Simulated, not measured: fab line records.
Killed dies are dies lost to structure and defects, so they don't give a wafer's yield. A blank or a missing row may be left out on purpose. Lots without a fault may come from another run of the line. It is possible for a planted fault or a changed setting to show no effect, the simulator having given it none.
fab line records	flow sky130	part 1 of 2: steps 1 to 26 of 34
record: lots: 5	wafers: 15	last-day: 50
route steps=708 shown METAL4@600 CAP2M@603
lots that met no fault: from a run of the same line without faults
start-h: hours from the record's opening day to when the first of the lot's shown wafers began	wait-h: hours since the lot's step before	" same as the row above	L1.1+2: one row covering several wafers at once	- no value, or no start was given	* or withheld: withheld	< > ~ a bound
route shown NAME@n: names a module that has steps shown in the file, with the first one's number in the route	usual: mean and standard deviation over wafers with no fault	same: alike in all rows	chamber/n: place in a boat	sites: each site's reading	_std_site: standard deviation of those values	_edge_site: mean of outer sites minus mean of inner sites	radius-mm: how far each site lies from the wafer's centre	mask NAME#n: copy n	behind: tool/chamber where the wafer was last shaped	hold: cause of the lot's hold/its duration in hours/its outcome	device: transistor that didn't switch, given as n, p or np	end of line: at the end of the route, the tests of the same wafers	step lacking rows: just its recipe	killed: count of dies lost to structure and defects at first sort (not the wafer's yield)	map: shows each die of a wafer: x if killed, . if not, _ if none is there
set.NAME: setting as actually run; set.NAME@STEP: the setting as run at that earlier step	model.NAME: the simulator's own value behind a step, which no gauge read
lots at some steps of the route; a table a step, a row a wafer
services: the hour from which a tool's chamber was out of use, counted from the record's first day as start-h (under 0 if before that day), plus the number of hours and why
== steps ==
step: SKY_METAL4_SPUTTER_02
recipe: material: AlCu	target-thk-nm: 735	power-w: 10600	time-s: 39.1	chamber-pressure-pa: 0.4
usual: throttle-valve-pct: 29.5/0.86
lot.wafer	tool	chamber	start-h	wait-h	throttle-valve-pct
L074.2	pvd-sputter-03	-	922.83	0.0	29.4
L074.3	"	-	"	"	29.8
L074.6	"	-	"	"	29.0
L076.1	pvd-sputter-04	-	944.27	0.0	29.4
L076.3	"	-	"	"	30.5
L076.4	"	-	"	"	29.4
L090.2	pvd-sputter-03	-	1039.94	0.0	28.8
L090.3	"	-	"	"	29.9
L090.6	"	-	"	"	29.9
L091.3	pvd-sputter-04	-	1041.15	0.0	30.5
L091.5	"	-	"	"	28.9
L091.6	"	-	"	"	29.9
L096.1	pvd-sputter-03	-	1074.82	0.0	28.6
L096.5	"	-	"	"	28.7
L096.6	"	-	"	"	28.9
step: SKY_METAL4_SPUTTER_03
recipe: material: Ti	target-thk-nm: 5	power-w: 3000	time-s: 3.3	chamber-pressure-pa: 0.4
usual: throttle-valve-pct: 29.5/0.84
lot.wafer	tool	chamber	start-h	wait-h	throttle-valve-pct
L074.2	pvd-sputter-03	-	922.87	0.0	29.5
L074.3	"	-	"	"	29.6
L074.6	"	-	"	"	28.7
L076.1	pvd-sputter-04	-	944.31	0.0	29.2
L076.3	"	-	"	"	30.6
L076.4	"	-	"	"	29.5
L090.2	pvd-sputter-03	-	1039.98	0.0	28.8
L090.3	"	-	"	"	29.9
L090.6	"	-	"	"	29.5
L091.3	pvd-sputter-04	-	1041.19	0.0	30.6
L091.5	"	-	"	"	29.1
L091.6	"	-	"	"	29.9
L096.1	pvd-sputter-03	-	1074.86	0.0	28.7
L096.5	"	-	"	"	28.7
L096.6	"	-	"	"	28.7
step: SKY_METAL4_SPUTTER_04
recipe: material: TiN	target-thk-nm: 70	power-w: 6500	time-s: 58.3	chamber-pressure-pa: 0.4
usual: throttle-valve-pct: 29.5/0.87
lot.wafer	tool	chamber	start-h	wait-h	throttle-valve-pct
L074.2	pvd-sputter-03	-	922.89	0.0	29.3
L074.3	"	-	"	"	29.7
L074.6	"	-	"	"	28.9
L076.1	pvd-sputter-04	-	944.33	0.0	29.1
L076.3	"	-	"	"	30.4
L076.4	"	-	"	"	29.4
L090.2	pvd-sputter-03	-	1040.00	0.0	28.9
L090.3	"	-	"	"	29.9
L090.6	"	-	"	"	29.8
L091.3	pvd-sputter-04	-	1041.20	0.0	30.5
L091.5	"	-	"	"	29.0
L091.6	"	-	"	"	29.8
L096.1	pvd-sputter-03	-	1074.88	0.0	28.9
L096.5	"	-	"	"	28.8
L096.6	"	-	"	"	28.7
step: SKY_CAP2M_CVD_00
recipe: material: SiO2	target-thk-nm: 15.5	temp-c: 400	time-s: withheld	rf-w: 450
usual: heater-power-w: 713/84
lot.wafer	tool	chamber	start-h	wait-h	heater-power-w
L074.2	pecvd-03	2	922.94	0.0	598
L074.3	"	0	"	"	599
L074.6	"	2	"	"	594
L076.1	pecvd-03	0	944.38	0.0	729
L076.3	"	2	"	"	625
L076.4	"	0	"	"	697
L090.2	pecvd-04	1	1040.05	0.0	688
L090.3	"	0	"	"	753
L090.6	"	1	"	"	703
L091.3	pecvd-03	0	1041.25	0.0	638
L091.5	"	2	"	"	607
L091.6	"	1	"	"	873
L096.1	pecvd-02	0	1074.93	0.0	703
L096.5	"	1	"	"	760
L096.6	"	2	"	"	729
step: SKY_CAP2M_THK_MEAS_01
recipe: reads: SiO2_of_CAP2M_CVD_00
usual: CAP2M_CVD_00_THK: 15.46/0.22
lot.wafer	tool	chamber	start-h	wait-h	CAP2M_CVD_00_THK[nm]
L074.2	film-metro-01	-	922.97	-	15.36
L074.3	"	-	"	"	15.43
L074.6	"	-	"	"	15.65
L076.1	film-metro-03	-	944.40	-	15.27
L076.3	"	-	"	"	15.32
L076.4	"	-	"	"	15.33
L090.2	film-metro-04	-	1040.08	-	14.77
L090.3	"	-	"	"	14.93
L090.6	"	-	"	"	15.46
L091.3	film-metro-04	-	1041.30	-	15.37
L091.5	"	-	"	"	15.49
L091.6	"	-	"	"	15.43
L096.1	film-metro-04	-	1074.95	-	15.51
L096.5	"	-	"	"	15.51
L096.6	"	-	"	"	15.61
step: SKY_CAP2M_SPUTTER_02
recipe: material: TiN	target-thk-nm: 200	temp-c: 300	power-w: 6500	time-s: 166.7	chamber-pressure-pa: 0.4
usual: throttle-valve-pct: 29.6/0.67
lot.wafer	tool	chamber	start-h	wait-h	throttle-valve-pct
L074.2	pvd-sputter-04	-	923.02	0.0	29.1
L074.3	"	-	"	"	29.0
L074.6	"	-	"	"	29.0
L076.1	pvd-sputter-02	-	944.46	0.1	29.8
L076.3	"	-	"	"	28.8
L076.4	"	-	"	"	30.3
L090.2	pvd-sputter-02	-	1040.13	0.0	29.9
L090.3	"	-	"	"	28.8
L090.6	"	-	"	"	29.1
L091.3	pvd-sputter-02	-	1041.34	0.0	29.7
L091.5	"	-	"	"	29.5
L091.6	"	-	"	"	29.0
L096.1	pvd-sputter-02	-	1075.01	0.1	29.6
L096.5	"	-	"	"	29.2
L096.6	"	-	"	"	30.5
step: SKY_CAP2M_RS_MEAS_03
recipe: thk-meas-gauge: four-point-probe	reads: TiN_of_CAP2M_SPUTTER_02
usual: CAP2M_TIN_RS: 6.87/0.058
lot.wafer	tool	chamber	start-h	wait-h	CAP2M_TIN_RS[ohm/sq]
L074.2	film-metro-01	-	923.15	0.1	6.90
L074.3	"	-	"	"	6.99
L074.6	"	-	"	"	6.95
L076.1	film-metro-01	-	944.57	0.1	6.82
L076.3	"	-	"	"	6.90
L076.4	"	-	"	"	6.82
L090.2	film-metro-03	-	1040.26	0.1	6.94
L090.3	"	-	"	"	6.98
L090.6	"	-	"	"	6.97
L091.3	film-metro-04	-	1041.48	0.1	6.74
L091.5	"	-	"	"	6.81
L091.6	"	-	"	"	6.83
L096.1	film-metro-01	-	1075.12	0.1	6.87
L096.5	"	-	"	"	6.84
L096.6	"	-	"	"	6.86
step: SKY_CAP2M_THK_MEAS_04
recipe: thk-meas-gauge: xrf	reads: TiN_of_CAP2M_SPUTTER_02
usual: CAP2M_TIN_THK: 207.9/2.1
lot.wafer	tool	chamber	start-h	wait-h	CAP2M_TIN_THK[nm]
L074.2	film-metro-01	-	923.26	0.1	207.9
L074.3	"	-	"	"	204.1
L074.6	"	-	"	"	206.8
L076.1	film-metro-01	-	944.69	0.1	211.0
L076.3	"	-	"	"	207.3
L076.4	"	-	"	"	210.3
L090.2	film-metro-03	-	1040.37	0.1	203.9
L090.3	"	-	"	"	203.7
L090.6	"	-	"	"	203.1
L091.3	film-metro-04	-	1041.58	0.1	210.7
L091.5	"	-	"	"	208.6
L091.6	"	-	"	"	208.2
L096.1	film-metro-01	-	1075.24	0.1	209.9
L096.5	"	-	"	"	209.6
L096.6	"	-	"	"	209.5
step: SKY_CAP2M_DEHYDRATE_05
recipe: temp-c: 200	time-s: 60
usual: exhaust-pa: 44.9/0.77
lot.wafer	tool	chamber	start-h	wait-h	exhaust-pa
L074.2	litho-track-02	0	934.72	11.5	45.0
L074.3	"	0	"	"	46.0
L074.6	"	0	"	"	44.4
L076.1	litho-track-04	0	956.00	11.3	45.4
L076.3	"	0	"	"	47.1
L076.4	"	0	"	"	45.1
L090.2	litho-track-01	0	1050.69	10.3	44.2
L090.3	"	0	"	"	44.5
L090.6	"	0	"	"	44.9
L091.3	litho-track-02	0	1052.20	10.6	45.2
L091.5	"	0	"	"	44.5
L091.6	"	0	"	"	43.7
L096.1	litho-track-02	0	1084.40	9.1	44.7
L096.5	"	0	"	"	44.5
L096.6	"	0	"	"	44.7
step: SKY_CAP2M_HMDS_06
recipe: prime-time-s: 60	prime-temp-c: 120
usual: exhaust-pa: 45.0/0.93
lot.wafer	tool	chamber	start-h	wait-h	exhaust-pa
L074.2	litho-track-02	0	934.87	0.1	44.5
L074.3	"	0	"	"	46.9
L074.6	"	0	"	"	45.9
L076.1	litho-track-04	0	956.15	0.1	46.7
L076.3	"	0	"	"	46.1
L076.4	"	0	"	"	46.6
L090.2	litho-track-01	0	1050.84	0.1	46.4
L090.3	"	0	"	"	47.5
L090.6	"	0	"	"	46.9
L091.3	litho-track-02	0	1052.35	0.1	46.7
L091.5	"	0	"	"	46.9
L091.6	"	0	"	"	46.1
L096.1	litho-track-02	0	1084.55	0.1	44.4
L096.5	"	0	"	"	43.7
L096.6	"	0	"	"	43.8
step: SKY_CAP2M_COAT_07
recipe: resist: NOVOLAK	spin-rpm: 3000	resist-thk-nm: 1140
usual: exhaust-pa: 44.9/0.82	spin-speed-rpm: 2999.8/2.4
lot.wafer	tool	chamber	start-h	wait-h	exhaust-pa	spin-speed-rpm
L074.2	litho-track-02	0	935.02	0.1	44.3	2999.2
L074.3	"	0	"	"	44.8	3003.3
L074.6	"	0	"	"	44.9	3003.5
L076.1	litho-track-04	0	956.30	0.1	45.5	2998.2
L076.3	"	0	"	"	46.2	3000.3
L076.4	"	0	"	"	45.5	2998.1
L090.2	litho-track-01	0	1050.99	0.1	45.0	3002.7
L090.3	"	0	"	"	46.2	3006.5
L090.6	"	0	"	"	44.9	3003.4
L091.3	litho-track-02	0	1052.50	0.1	44.5	2999.4
L091.5	"	0	"	"	44.8	2998.3
L091.6	"	0	"	"	45.2	3001.0
L096.1	litho-track-02	0	1084.70	0.1	45.9	2997.9
L096.5	"	0	"	"	45.8	3001.3
L096.6	"	0	"	"	45.4	2997.6
step: SKY_CAP2M_SOFTBAKE_08
recipe: temp-c: 90	time-s: 60	resist: NOVOLAK
usual: exhaust-pa: 45.0/1.1
lot.wafer	tool	chamber	start-h	wait-h	exhaust-pa
L074.2	litho-track-02	0	935.17	0.1	43.6
L074.3	"	0	"	"	45.5
L074.6	"	0	"	"	44.2
L076.1	litho-track-04	0	956.45	0.1	44.9
L076.3	"	0	"	"	43.6
L076.4	"	0	"	"	43.7
L090.2	litho-track-01	0	1051.14	0.1	45.9
L090.3	"	0	"	"	45.9
L090.6	"	0	"	"	46.2
L091.3	litho-track-02	0	1052.65	0.1	46.3
L091.5	"	0	"	"	46.2
L091.6	"	0	"	"	47.2
L096.1	litho-track-02	0	1084.85	0.1	44.1
L096.5	"	0	"	"	45.4
L096.6	"	0	"	"	44.3
step: SKY_CAP2M_EXPOSE_09
recipe: mask-id: CAP2M	na: 0.6	source-shape: conventional	sigma-outer: 0.6	polarization: unpolarized	target-cd-nm: 1000	dose-mj: 159
lot.wafer	tool	chamber	start-h	wait-h	mask
L074.2+3+6	iline-stepper-02	0	-	-	CAP2M#0
L076.1+3+4	iline-stepper-02	0	-	-	CAP2M#0
L090.2+3+6	iline-stepper-01	0	-	-	CAP2M#0
L091.3+5+6	iline-stepper-02	0	-	-	CAP2M#0
L096.1+5+6	iline-stepper-01	0	-	-	CAP2M#0
step: SKY_CAP2M_PEB_10
recipe: temp-c: withheld	time-s: *	resist: NOVOLAK
usual: exhaust-pa: 45.1/0.88
lot.wafer	tool	chamber	start-h	wait-h	exhaust-pa
L074.2	litho-track-04	0	-	-	45.2
L074.3	"	0	"	"	44.9
L074.6	"	0	"	"	45.9
L076.1	litho-track-04	0	-	-	45.4
L076.3	"	0	"	"	45.3
L076.4	"	0	"	"	44.8
L090.2	litho-track-01	0	-	-	44.9
L090.3	"	0	"	"	44.3
L090.6	"	0	"	"	44.3
L091.3	litho-track-02	0	-	-	43.1
L091.5	"	0	"	"	44.6
L091.6	"	0	"	"	44.6
L096.1	litho-track-02	0	-	-	44.8
L096.5	"	0	"	"	45.4
L096.6	"	0	"	"	45.5
step: SKY_CAP2M_DEVELOP_11
recipe: resist: NOVOLAK	developer: TMAH	develop-time-s: 60	dev-temp-c: 23
usual: exhaust-pa: 45.1/0.99
lot.wafer	tool	chamber	start-h	wait-h	exhaust-pa
L074.2	litho-track-04	0	947.43	0.1	44.8
L074.3	"	0	"	"	44.8
L074.6	"	0	"	"	44.5
L076.1	litho-track-04	0	968.90	0.1	43.9
L076.3	"	0	"	"	44.3
L076.4	"	0	"	"	44.0
L090.2	litho-track-01	0	1061.49	0.1	44.1
L090.3	"	0	"	"	45.2
L090.6	"	0	"	"	45.0
L091.3	litho-track-02	0	1063.25	0.1	45.6
L091.5	"	0	"	"	45.5
L091.6	"	0	"	"	46.1
L096.1	litho-track-02	0	1095.30	0.1	44.5
L096.5	"	0	"	"	45.0
L096.6	"	0	"	"	46.0
step: SKY_CAP2M_OVL_MEAS_12
usual: CAP2M_OVL: 0.8/1.6
lot.wafer	tool	chamber	start-h	wait-h	CAP2M_OVL[nm]
L074.2	overlay-02	-	947.56	0.1	1.2
L074.3	"	-	"	"	2.1
L074.6	"	-	"	"	2.0
L076.1	overlay-02	-	969.05	0.1	-0.2
L076.3	"	-	"	"	0.5
L076.4	"	-	"	"	0.5
L090.2	overlay-01	-	1061.62	0.1	1.1
L090.3	"	-	"	"	-0.5
L090.6	"	-	"	"	-0.7
L091.3	overlay-02	-	1063.36	0.1	2.2
L091.5	"	-	"	"	3.3
L091.6	"	-	"	"	3.1
L096.1	overlay-01	-	1095.45	0.1	-2.0
L096.5	"	-	"	"	-0.7
L096.6	"	-	"	"	-1.5
step: SKY_CAP2M_METAL_ETCH_13
recipe: target-depth-nm: 220	stop-on: SiO2	chemistry: Cl2/BCl3	target: TiN	pressure-mtorr: 10	icp-w: 900	bias-w: 48.5	Cl2_flow_sccm: 60	bcl3-flow-sccm: 30	time-s: 62.9
usual: bias-w: 48.50/0.15	drypump-motor-current-A: 5.5/0.5	mfc-cl2-sccm: 60.01/0.17	oes-product-au: 0.944/0.0066	throttle-valve-pct: 21.900/0.011
lot.wafer	tool	chamber	start-h	wait-h	bias-w	drypump-motor-current-A	mfc-cl2-sccm	oes-product-au	rf-hours-counter-h	throttle-valve-pct
L074.2	rie-metal-04	1	947.59	0.0	48.56	5.7	60.15	0.936	8	21.910
L074.3	"	1	"	"	48.59	5.7	59.96	0.942	-	21.895
L074.6	"	1	"	"	48.44	5.7	59.97	0.943	-	21.911
L076.1	rie-metal-01	1	969.09	0.0	48.63	5.3	59.91	0.948	17	21.894
L076.3	"	0	"	"	48.28	4.9	59.91	0.944	-	21.907
L076.4	"	1	"	"	48.42	5.3	59.68	0.951	-	21.901
L090.2	rie-metal-04	0	1061.65	0.0	48.56	5.1	59.95	0.938	20	21.910
L090.3	"	0	"	"	48.74	5.1	60.29	0.945	-	21.908
L090.6	"	1	"	"	48.49	5.7	60.37	0.939	-	21.909
L091.3	rie-metal-03	1	1063.41	0.0	48.38	6.4	59.99	0.957	-	21.877
L091.5	"	0	"	"	48.43	5.5	60.16	0.946	-	21.894
L091.6	"	1	"	"	48.46	6.4	59.96	0.951	-	21.913
L096.1	rie-metal-04	1	1095.48	0.0	48.48	5.7	60.29	0.947	17	21.905
L096.5	"	0	"	"	48.43	5.1	60.32	0.945	-	21.896
L096.6	"	1	"	"	48.36	5.7	59.87	0.946	-	21.865
step: SKY_CAP2M_STRIP_14
recipe: chemistry: O2/N2	power-w: 1400	pressure-mtorr: 1500	platen-temp-c: withheld	o2-flow-sccm: 3000	n2-flow-sccm: 300	overash-fraction: 0.5
usual: drypump-motor-current-A: 5.7/0.57	oes-product-au: 0.711/0.0048	strip-time-to-endpoint-s: 12.63/0.036
lot.wafer	tool	chamber	start-h	wait-h	drypump-motor-current-A	oes-product-au	rf-hours-counter-h	strip-time-to-endpoint-s
L074.2	plasma-asher-04	0	947.66	0.1	6.3	0.704	104	12.60
L074.3	"	1	"	"	5.5	0.714	-	12.64
L074.6	"	0	"	"	6.3	0.712	-	12.61
L076.1	plasma-asher-04	0	969.16	0.1	6.3	0.711	106	12.61
L076.3	"	0	"	"	6.3	0.707	-	12.61
L076.4	"	1	"	"	5.4	0.710	-	12.57
L090.2	plasma-asher-03	1	1061.73	0.1	4.6	0.709	96	12.62
L090.3	"	1	"	"	4.6	0.710	-	12.58
L090.6	"	1	"	"	4.6	0.707	-	12.61
L091.3	plasma-asher-03	0	1063.49	0.1	5.7	0.704	-	12.62
L091.5	"	1	"	"	4.7	0.715	-	12.63
L091.6	"	0	"	"	5.7	0.717	-	12.62
L096.1	plasma-asher-03	0	1095.56	0.1	5.7	0.711	99	12.66
L096.5	"	0	"	"	5.7	0.718	-	12.64
L096.6	"	1	"	"	4.6	0.711	-	12.67
step: SKY_CAP2M_STRIP_15
recipe: chemistry: post-etch-residue-remover	time-s: 1200	temp-c: 72.5
lot.wafer	tool	chamber	start-h	wait-h
L074.2+3+6	wet-bench-01	1	947.76	0.1
L076.1+3+4	wet-bench-01	1	969.26	0.1
L090.2+3+6	wet-bench-04	3	1061.83	0.1
L091.3+5+6	wet-bench-04	1	1063.56	0.0
L096.1+5+6	wet-bench-01	1	1095.66	0.1
step: SKY_CAP2M_CLEAN_16
recipe: chemistry: IPA	time-s: 180	temp-c: 25
lot.wafer	tool	chamber	start-h	wait-h
L074.2+3+6	wet-bench-04	3	948.11	0.0
L076.1+3+4	wet-bench-02	2	969.61	0.0
L090.2+3+6	wet-bench-01	3	1062.17	0.0
L091.3+5+6	wet-bench-02	3	1063.90	0.0
L096.1+5+6	wet-bench-02	3	1096.00	0.0
step: SKY_CAP2M_CLEAN_17
recipe: chemistry: O3/DIW	dry: n2-spin
lot.wafer	tool	chamber	start-h	wait-h
L074.2+3+6	wet-bench-02	3	948.16	0.0
L076.1+3+4	wet-bench-04	0	969.66	0.0
L090.2+3+6	wet-bench-04	3	1062.23	0.0
L091.3+5+6	wet-bench-04	0	1063.96	0.0
L096.1+5+6	wet-bench-01	3	1096.07	0.0
step: SKY_METAL4_DEHYDRATE_05
recipe: temp-c: 200	time-s: 60
usual: exhaust-pa: 44.9/0.86
lot.wafer	tool	chamber	start-h	wait-h	exhaust-pa
L074.2	litho-track-01	0	959.39	11.1	45.6
L074.3	"	0	"	"	44.4
L074.6	"	0	"	"	46.2
L076.1	litho-track-03	0	981.11	11.3	44.8
L076.3	"	0	"	"	45.3
L076.4	"	0	"	"	45.2
L090.2	litho-track-04	0	1072.23	9.9	45.4
L090.3	"	0	"	"	45.8
L090.6	"	0	"	"	45.6
L091.3	litho-track-04	0	1074.35	10.3	45.7
L091.5	"	0	"	"	45.4
L091.6	"	0	"	"	46.3
L096.1	litho-track-01	0	1105.21	9.1	44.6
L096.5	"	0	"	"	45.2
L096.6	"	0	"	"	45.0
step: SKY_METAL4_HMDS_06
recipe: prime-time-s: 60	prime-temp-c: 120
usual: exhaust-pa: 44.9/0.8
lot.wafer	tool	chamber	start-h	wait-h	exhaust-pa
L074.2	litho-track-01	0	959.54	0.1	44.2
L074.3	"	0	"	"	44.8
L074.6	"	0	"	"	44.8
L076.1	litho-track-03	0	981.26	0.1	46.1
L076.3	"	0	"	"	45.4
L076.4	"	0	"	"	46.4
L090.2	litho-track-04	0	1072.38	0.1	44.2
L090.3	"	0	"	"	44.4
L090.6	"	0	"	"	45.3
L091.3	litho-track-04	0	1074.50	0.1	46.0
L091.5	"	0	"	"	45.5
L091.6	"	0	"	"	44.0
L096.1	litho-track-01	0	1105.36	0.1	44.9
L096.5	"	0	"	"	43.9
L096.6	"	0	"	"	43.1
step: SKY_METAL4_COAT_07
recipe: resist: BARC	temp-c: withheld	time-s: withheld	spin-rpm: 3000	resist-thk-nm: 60
usual: exhaust-pa: 44.7/1	spin-speed-rpm: 2999.5/2.3
lot.wafer	tool	chamber	start-h	wait-h	exhaust-pa	spin-speed-rpm
L074.2	litho-track-01	0	959.69	0.1	44.5	2999.7
L074.3	"	0	"	"	45.2	2997.8
L074.6	"	0	"	"	44.4	2998.2
L076.1	litho-track-03	0	981.41	0.1	45.3	2999.1
L076.3	"	0	"	"	43.2	2998.9
L076.4	"	0	"	"	46.5	2999.2
L090.2	litho-track-04	0	1072.53	0.1	44.2	3002.2
L090.3	"	0	"	"	44.9	2998.7
L090.6	"	0	"	"	44.6	2999.2
L091.3	litho-track-04	0	1074.65	0.1	44.5	2994.9
L091.5	"	0	"	"	44.3	2996.7
L091.6	"	0	"	"	44.6	2998.2
L096.1	litho-track-01	0	1105.51	0.1	42.6	2999.8
L096.5	"	0	"	"	43.4	3001.9
L096.6	"	0	"	"	43.5	3000.3
step: SKY_METAL4_COAT_08
recipe: resist: KrF-thick	spin-rpm: 3000	resist-thk-nm: 1140
usual: exhaust-pa: 44.7/0.96	spin-speed-rpm: 2999.8/2.4
lot.wafer	tool	chamber	start-h	wait-h	exhaust-pa	spin-speed-rpm
L074.2	litho-track-01	0	-	-	44.8	2999.4
L074.3	"	0	"	"	45.7	2997.0
L074.6	"	0	"	"	45.1	3003.6
L076.1	litho-track-03	0	-	-	46.4	3002.0
L076.3	"	0	"	"	45.3	3002.6
L076.4	"	0	"	"	45.4	2995.5
L090.2	litho-track-04	0	-	-	44.3	3001.8
L090.3	"	0	"	"	43.7	3003.4
L090.6	"	0	"	"	44.4	2999.0
L091.3	litho-track-04	0	-	-	44.9	3000.7
L091.5	"	0	"	"	45.6	3000.4
L091.6	"	0	"	"	43.3	3003.4
L096.1	litho-track-01	0	-	-	44.1	2998.6
L096.5	"	0	"	"	44.0	2998.6
L096.6	"	0	"	"	45.6	2999.4
step: SKY_METAL4_SOFTBAKE_09
recipe: temp-c: 100	time-s: 90	resist: KrF-thick
usual: exhaust-pa: 45.1/0.79
lot.wafer	tool	chamber	start-h	wait-h	exhaust-pa
L074.2	litho-track-01	0	-	-	45.0
L074.3	"	0	"	"	45.4
L074.6	"	0	"	"	45.7
L076.1	litho-track-03	0	-	-	45.1
L076.3	"	0	"	"	46.5
L076.4	"	0	"	"	46.1
L090.2	litho-track-04	0	-	-	45.1
L090.3	"	0	"	"	44.9
L090.6	"	0	"	"	45.3
L091.3	litho-track-04	0	-	-	45.0
L091.5	"	0	"	"	45.2
L091.6	"	0	"	"	45.2
L096.1	litho-track-01	0	-	-	43.7
L096.5	"	0	"	"	44.2
L096.6	"	0	"	"	43.5
